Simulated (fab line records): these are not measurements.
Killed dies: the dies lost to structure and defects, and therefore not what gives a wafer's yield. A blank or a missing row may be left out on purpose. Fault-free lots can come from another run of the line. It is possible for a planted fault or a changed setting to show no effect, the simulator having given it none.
One fault through the eyes of 2 desks -- flow sfq line -- numbers are kept per desk, each desk with only its own; the story behind them comes last

## AT THE TOOL OWNER'S DESK: cmp-01
The tool's own readings at SFQ_TRILAYER_I2_CMP_CMP_064 (polishes SiO2): means of the sampled wafers that have a number, for each lot that ran on this tool. Any lot whose mean is over 4 standard deviations away from the usual mean is out of limits and marked OUT; that distance is given in the brackets.
Columns: A = motor current A at SFQ_TRILAYER_I2_CMP_CMP_064, usual 10.1 A; B = slurry filter dp kPa at SFQ_TRILAYER_I2_CMP_CMP_064, usual 13.50 kPa; C = time to endpoint s at SFQ_TRILAYER_I2_CMP_CMP_064, usual 218 s
lot,first seen here,A,B,C
L457,day 33 08:46,11.0,13.44,243
L459,day 34 01:44,11.0,13.49,241
L467,day 36 13:25,10.0,13.49,220
L471,day 44 18:55,11.3,13.59,211
L472,day 45 01:31,9.6,13.41,203
L473,day 45 14:01,10.5,13.41,216
L475,day 46 09:25,10.4,13.46,216
Finding of this desk: none of the 7 lots has anything out of limits.

## THE METROLOGY DESK
Means of the sampled wafers that have a number, per lot and without regard to the tool the lot ran on: this is what the gauges read. Any lot whose mean is over 4 standard deviations away from the usual mean is out of limits and marked OUT; that distance is given in the brackets.
Columns: A = M2_OVL at SFQ_M2_OVL_MEAS_916, usual -1 nm
lot,first seen here,A
L452,day 29 22:10,5
L457,day 33 05:29,-3
L459,day 34 00:39,-3
L461,day 34 15:06,-5
L464,day 35 04:13,-8
L466,day 36 04:30,-5
L467,day 36 11:34,-1
L469,day 36 22:23,-5
L470,day 44 05:14,9
L471,day 44 17:14,-3
L472,day 45 00:26,-3
L473,day 45 11:14,0
L474,day 45 19:38,6
L475,day 46 07:44,6
Finding of this desk: none of the 14 lots has anything out of limits.

## TAKEN TOGETHER
The desk of the tool owner found nothing out of limits.
Metrology desk: nothing out of limits seen.

## WHAT THE SIMULATOR HAD PUT IN
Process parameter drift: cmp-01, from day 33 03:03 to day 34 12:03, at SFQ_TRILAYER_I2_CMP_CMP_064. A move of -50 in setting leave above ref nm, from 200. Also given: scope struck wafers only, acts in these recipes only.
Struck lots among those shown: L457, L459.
